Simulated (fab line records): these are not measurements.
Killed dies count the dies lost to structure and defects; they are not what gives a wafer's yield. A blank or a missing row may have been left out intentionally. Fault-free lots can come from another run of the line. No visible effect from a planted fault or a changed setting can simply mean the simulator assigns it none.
fab line records ; flow gf180mcu
[record] lots = 14; wafers = 42; last_day = 34
route steps=602 shown MIM@523 M5@533 V5@553
lots untouched by any fault: they come from a run of this same line in which no faults occurred
start_h: hours from the record's first day to the start of the lot's first wafer shown ; wait_h: hours from the lot's prior step to this one ; " same as the row above ; L1.1+2: several wafers, shown together as one row ; - value missing, or start not given ; * or withheld: withheld ; < > ~ a bound
route shown NAME@n: a module of which the file shows steps, and the number in the route of the first ; usual: average and standard deviation across the fault-free wafers ; same: alike in all rows ; chamber/n: place in a boat ; sites: each site's reading ; _std_site: their standard deviation ; _edge_site: inner sites' mean taken away from outer sites' mean ; radius_mm: how far each site lies from the wafer's centre ; mask NAME#n: copy n ; behind: the last tool/chamber to shape the wafer ; hold: cause of the lot's hold/its duration in hours/its outcome ; device: names the non-switching transistor (n, p or np) ; end of line: the route-end tests of the same wafers ; step lacking rows: just its recipe ; killed: at the first sort, the dies lost to defects and structure; wafer yield is something else ; map: per-die view of a wafer (x killed, . not killed, _ where there is no die)
set.NAME: the setting the step ran with; set.NAME@STEP: the setting that earlier step ran with ; model.NAME: the simulator's own value behind a step, which no gauge read
one table for each step of the route and one row for each wafer, over a sample of lots
services: when a tool's chamber went out of use (start_h, in hours from the record's first day, below 0 if earlier), for how many hours, and the reason
[[steps]]
[step GF_MIM_STRIP_20]
[recipe] chemistry = O2/N2; power_w = 1400; pressure_mtorr = 1500; platen_temp_c = 250; o2_flow_sccm = 3000; n2_flow_sccm = 300; overash_fraction = 0.5
[usual] drypump_motor_current_A = 5.6/0.49; heater_power_w = 323/13; oes_product_au = 0.691/0.0046; strip_time_to_endpoint_s = 11.24/0.051
lot.wafer;tool;chamber;start_h;wait_h;drypump_motor_current_A;heater_power_w;oes_product_au;rf_hours_counter_h;strip_time_to_endpoint_s
L723.3;plasma_asher-04;0;598.75;0.1;6.2;339;0.688;-;11.18
L723.4;plasma_asher-04;1;598.75;0.1;4.8;316;0.685;-;11.16
L723.6;plasma_asher-04;1;598.75;0.1;4.8;315;0.683;-;11.17
L724.1;plasma_asher-04;0;618.61;0.0;6.1;329;0.694;84;11.21
L724.5;plasma_asher-04;1;618.61;0.0;4.8;316;0.684;-;11.18
L724.6;plasma_asher-04;0;618.61;0.0;6.1;324;0.692;-;11.24
L725.2;plasma_asher-02;1;627.20;0.0;6.0;320;0.691;55;11.27
L725.4;plasma_asher-02;0;627.20;0.0;5.2;332;0.698;-;11.26
L725.5;plasma_asher-02;0;627.20;0.0;5.2;329;0.685;-;11.20
L726.1;plasma_asher-04;1;634.76;0.0;4.8;317;0.682;86;11.23
L726.4;plasma_asher-04;1;634.76;0.0;4.8;318;0.688;-;11.19
L726.6;plasma_asher-04;0;634.76;0.0;6.2;333;0.692;-;11.19
L727.3;plasma_asher-03;1;645.78;0.1;5.5;319;0.693;-;11.24
L727.4;plasma_asher-03;0;645.78;0.1;6.0;346;0.682;-;11.20
L727.5;plasma_asher-03;0;645.78;0.1;6.0;346;0.694;-;11.24
L730.2;plasma_asher-02;0;661.99;0.0;5.2;330;0.693;59;11.30
L730.3;plasma_asher-02;0;661.99;0.0;5.2;332;0.699;-;11.27
L730.4;plasma_asher-02;1;661.99;0.0;5.9;303;0.688;-;11.29
L731.1;plasma_asher-02;0;667.26;0.0;5.2;321;0.694;59;11.27
L731.3;plasma_asher-02;1;667.26;0.0;5.9;299;0.697;-;11.24
L731.6;plasma_asher-02;0;667.26;0.0;5.2;322;0.698;-;11.29
L734.1;plasma_asher-03;1;687.36;0.0;5.5;318;0.691;111;11.15
L734.2;plasma_asher-03;0;687.36;0.0;6.0;349;0.692;111;11.11
L734.3;plasma_asher-03;0;687.36;0.0;6.0;339;0.682;-;11.19
L735.3;plasma_asher-04;1;689.98;0.1;4.8;315;0.691;-;11.21
L735.4;plasma_asher-04;0;689.98;0.1;6.1;330;0.687;-;11.21
L735.6;plasma_asher-04;1;689.98;0.1;4.8;316;0.689;-;11.13
L736.1;plasma_asher-02;1;698.96;0.0;5.9;312;0.684;62;11.25
L736.3;plasma_asher-02;1;698.96;0.0;5.9;307;0.692;-;11.20
L736.5;plasma_asher-02;1;698.96;0.0;5.9;314;0.693;-;11.21
L737.1;plasma_asher-04;1;705.11;0.0;4.8;315;0.687;93;11.23
L737.3;plasma_asher-04;0;705.11;0.0;6.1;332;0.693;-;11.22
L737.6;plasma_asher-04;1;705.11;0.0;4.8;321;0.693;-;11.19
L740.2;plasma_asher-02;1;720.50;0.0;5.9;302;0.691;65;11.18
L740.4;plasma_asher-02;1;720.50;0.0;5.9;305;0.684;-;11.16
L740.5;plasma_asher-02;0;720.50;0.0;5.2;329;0.686;-;11.12
L742.2;plasma_asher-03;1;732.31;0.0;5.5;315;0.695;115;11.29
L742.3;plasma_asher-03;1;732.31;0.0;5.5;326;0.698;-;11.23
L742.6;plasma_asher-03;1;732.31;0.0;5.5;329;0.697;-;11.27
L743.3;plasma_asher-04;1;742.12;0.1;4.8;311;0.690;-;11.24
L743.4;plasma_asher-04;0;742.12;0.1;6.1;333;0.690;-;11.29
L743.6;plasma_asher-04;0;742.12;0.1;6.1;332;0.690;-;11.26
[step GF_M5_CD_MEAS_07]
[recipe] target_cd_nm = 280
[usual] cd_nm = 280.5/1.3
lot.wafer;tool;chamber;start_h;wait_h;cd_nm
L723.3;cd_sem-02;-;620.53;0.1;281.1
L723.4;cd_sem-02;-;620.53;0.1;279.8
L723.6;cd_sem-02;-;620.53;0.1;281.7
L724.1;cd_sem-02;-;639.34;0.1;280.9
L724.5;cd_sem-02;-;639.34;0.1;280.7
L724.6;cd_sem-02;-;639.34;0.1;281.3
L725.2;cd_sem-02;-;647.91;0.1;277.0
L725.4;cd_sem-02;-;647.91;0.1;278.3
L725.5;cd_sem-02;-;647.91;0.1;278.3
L726.1;cd_sem-02;-;654.48;0.2;280.5
L726.4;cd_sem-02;-;654.48;0.2;279.1
L726.6;cd_sem-02;-;654.48;0.2;280.6
L727.3;cd_sem-02;-;666.45;0.2;278.9
L727.4;cd_sem-02;-;666.45;0.2;279.8
L727.5;cd_sem-02;-;666.45;0.2;279.7
L730.2;cd_sem-02;-;681.36;0.1;281.2
L730.3;cd_sem-02;-;681.36;0.1;282.2
L730.4;cd_sem-02;-;681.36;0.1;280.0
L731.1;cd_sem-02;-;686.04;0.1;279.0
L731.3;cd_sem-02;-;686.04;0.1;280.9
L731.6;cd_sem-02;-;686.04;0.1;279.5
L734.1;cd_sem-02;-;706.34;0.1;278.9
L734.2;cd_sem-02;-;706.34;0.1;280.3
L734.3;cd_sem-02;-;706.34;0.1;279.7
L735.3;cd_sem-02;-;709.83;0.1;280.9
L735.4;cd_sem-02;-;709.83;0.1;281.5
L735.6;cd_sem-02;-;709.83;0.1;281.5
L736.1;cd_sem-02;-;718.27;0.1;280.4
L736.3;cd_sem-02;-;718.27;0.1;281.4
L736.5;cd_sem-02;-;718.27;0.1;282.5
L737.1;cd_sem-01;-;723.64;0.1;282.2
L737.3;cd_sem-01;-;723.64;0.1;283.2
L737.6;cd_sem-01;-;723.64;0.1;281.6
L740.2;cd_sem-02;-;738.84;0.1;279.8
L740.4;cd_sem-02;-;738.84;0.1;280.7
L740.5;cd_sem-02;-;738.84;0.1;279.5
L742.2;cd_sem-02;-;749.96;0.1;280.1
L742.3;cd_sem-02;-;749.96;0.1;280.6
L742.6;cd_sem-02;-;749.96;0.1;280.6
L743.3;cd_sem-02;-;759.33;0.1;280.7
L743.4;cd_sem-02;-;759.33;0.1;281.9
L743.6;cd_sem-02;-;759.33;0.1;282.4
[step GF_V5_DEVELOP_13]
[recipe] develop_time_s = 60; resist = KrF; dev_temp_c = 21
[usual] chill_plate_temp_C = 23.02/0.11; develop_time_s = 60/0; developer_temp_C = 21.00/0.12
lot.wafer;tool;chamber;start_h;wait_h;chill_plate_temp_C;develop_time_s;developer_temp_C
L723.3;litho_track-02;0;641.88;0.1;22.98;60;20.92
L723.4;litho_track-02;0;641.88;0.1;22.84;60;20.95
L723.6;litho_track-02;0;641.88;0.1;22.95;60;20.97
L724.1;litho_track-03;0;660.59;0.2;23.13;60;21.00
L724.5;litho_track-03;0;660.59;0.2;23.04;60;21.09
L724.6;litho_track-03;0;660.59;0.2;23.13;60;21.11
L725.2;litho_track-03;0;668.17;0.2;22.95;60;20.90
L725.4;litho_track-03;0;668.17;0.2;23.05;60;20.91
L725.5;litho_track-03;0;668.17;0.2;23.00;60;20.83
L726.1;litho_track-02;0;675.38;0.2;23.23;60;21.15
L726.4;litho_track-02;0;675.38;0.2;23.02;60;21.14
L726.6;litho_track-02;0;675.38;0.2;23.14;60;21.16
L727.3;litho_track-03;0;686.94;0.1;22.87;60;21.15
L727.4;litho_track-03;0;686.94;0.1;23.01;60;20.99
L727.5;litho_track-03;0;686.94;0.1;22.78;60;21.11
L730.2;litho_track-01;0;701.65;0.2;23.07;60;21.09
L730.3;litho_track-01;0;701.65;0.2;22.93;60;21.08
L730.4;litho_track-01;0;701.65;0.2;23.06;60;21.09
L731.1;litho_track-03;0;705.94;0.2;22.99;60;21.03
L731.3;litho_track-03;0;705.94;0.2;23.13;60;20.88
L731.6;litho_track-03;0;705.94;0.2;23.18;60;21.06
L734.1;litho_track-02;0;725.93;0.2;22.88;60;20.94
L734.2;litho_track-02;0;725.93;0.2;22.99;60;20.87
L734.3;litho_track-02;0;725.93;0.2;23.05;60;20.89
L735.3;litho_track-03;-;728.94;0.1;-;-;-
L735.4;litho_track-03;-;728.94;0.1;-;-;-
L735.6;litho_track-03;-;728.94;0.1;-;-;-
L736.1;litho_track-02;-;737.18;0.2;-;-;-
L736.3;litho_track-02;-;737.18;0.2;-;-;-
L736.5;litho_track-02;-;737.18;0.2;-;-;-
L737.1;litho_track-01;0;742.82;0.2;22.89;60;20.98
L737.3;litho_track-01;0;742.82;0.2;23.04;60;20.92
L737.6;litho_track-01;0;742.82;0.2;23.02;60;21.16
L740.2;litho_track-03;0;757.17;0.2;23.03;60;20.97
L740.4;litho_track-03;0;757.17;0.2;22.81;60;21.15
L740.5;litho_track-03;0;757.17;0.2;22.99;60;21.10
L742.2;litho_track-03;0;767.31;0.2;22.81;60;20.90
L742.3;litho_track-03;0;767.31;0.2;22.82;60;20.84
L742.6;litho_track-03;0;767.31;0.2;22.87;60;20.97
L743.3;litho_track-02;0;777.02;0.1;23.16;60;21.13
L743.4;litho_track-02;0;777.02;0.1;23.06;60;21.34
L743.6;litho_track-02;0;777.02;0.1;22.93;60;21.16
[step GF_V5_CVD_23]
[recipe] material = W; target_thk_nm = 350; time_s = 104.9; temp_c = 400; pressure_torr = 40
[usual] heater_power_w = 876/100
lot.wafer;tool;chamber;start_h;wait_h;heater_power_w
L723.3;cvd_w-02;0;643.01;0.1;858
L723.4;cvd_w-02;0;643.01;0.1;883
L723.6;cvd_w-02;0;643.01;0.1;857
L724.1;cvd_w-02;1;661.76;0.0;808
L724.5;cvd_w-02;0;661.76;0.0;859
L724.6;cvd_w-02;1;661.76;0.0;829
L725.2;cvd_w-01;0;669.26;0.0;769
L725.4;cvd_w-01;0;669.26;0.0;767
L725.5;cvd_w-01;1;669.26;0.0;988
L726.1;cvd_w-01;0;676.68;0.0;764
L726.4;cvd_w-01;0;676.68;0.0;757
L726.6;cvd_w-01;1;676.68;0.0;1006
L727.3;cvd_w-01;1;688.10;0.1;1028
L727.4;cvd_w-01;0;688.10;0.1;786
L727.5;cvd_w-01;0;688.10;0.1;753
L730.2;cvd_w-01;1;702.72;0.0;1033
L730.3;cvd_w-01;1;702.72;0.0;1014
L730.4;cvd_w-01;0;702.72;0.0;767
L731.1;cvd_w-01;1;707.03;0.0;1018
L731.3;cvd_w-01;0;707.03;0.0;770
L731.6;cvd_w-01;1;707.03;0.0;1026
L734.1;cvd_w-02;1;727.08;0.0;816
L734.2;cvd_w-02;0;727.08;0.0;883
L734.3;cvd_w-02;1;727.08;0.0;844
L735.3;cvd_w-02;1;730.02;0.1;829
L735.4;cvd_w-02;0;730.02;0.1;865
L735.6;cvd_w-02;1;730.02;0.1;849
L736.1;cvd_w-01;0;738.27;0.0;779
L736.3;cvd_w-01;0;738.27;0.0;769
L736.5;cvd_w-01;0;738.27;0.0;769
L737.1;cvd_w-01;1;743.91;0.0;1027
L737.3;cvd_w-01;1;743.91;0.0;1040
L737.6;cvd_w-01;0;743.91;0.0;767
L740.2;cvd_w-01;1;758.23;0.0;1034
L740.4;cvd_w-01;0;758.23;0.0;775
L740.5;cvd_w-01;1;758.23;0.0;1006
L742.2;cvd_w-01;0;768.38;0.0;788
L742.3;cvd_w-01;0;768.38;0.0;776
L742.6;cvd_w-01;1;768.38;0.0;1024
L743.3;cvd_w-02;1;778.14;0.1;820
L743.4;cvd_w-02;0;778.14;0.1;863
L743.6;cvd_w-02;0;778.14;0.1;881
[[services]]
tool;chamber;start_h;hours;kind
cvd_w-01;-;593.40;5.0;repair
cvd_w-02;0;599.45;9.0;repair
plasma_asher-02;-;637.63;1.5;repair
cvd_w-02;1;638.48;17.1;repair
plasma_asher-02;-;668.72;3.6;repair
plasma_asher-02;-;728.84;3.0;repair
plasma_asher-03;-;733.75;9.0;pm
plasma_asher-03;0;733.75;9.0;vent_cycle
plasma_asher-03;1;733.75;9.0;vent_cycle
plasma_asher-02;-;738.71;4.0;pm
plasma_asher-03;0;742.75;-;clean
plasma_asher-03;1;742.75;-;clean
plasma_asher-03;-;743.19;2.8;pm
cvd_w-02;-;748.26;0.7;repair
cvd_w-01;-;764.95;2.8;pm
cvd_w-02;-;769.22;0.5;repair
[[key]]
[first_sign] step = GF_V5_DEVELOP_13; reading = tool_record; direction = missing
effect none on later readings
met_at GF_V5_DEVELOP_13
struck_lots L735,L736
later_rows_left_out L735.3,L735.4,L735.6,L736.1,L736.3,L736.5
sort_left_out L735.3,L735.4,L735.6,L736.1,L736.3,L736.5
not_acting_at GF_MIM_STRIP_20,GF_M5_CD_MEAS_07,GF_V5_CVD_23
onset_between 725.93 728.94
[fault] kind = skipped_step_whole; tool = litho_track-02,litho_track-03; chamber = -; onset_h = 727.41; steps = GF_V5_DEVELOP_13; scope = struck_lots_only
// sort_left_out: the simulated sort isn't trusted on such a fault, so these wafers' sort isn't shown, and their yield isn't known
// later_rows_left_out: the simulator's readings of these wafers behind a module that went badly wrong aren't trusted and aren't shown, but for the sort
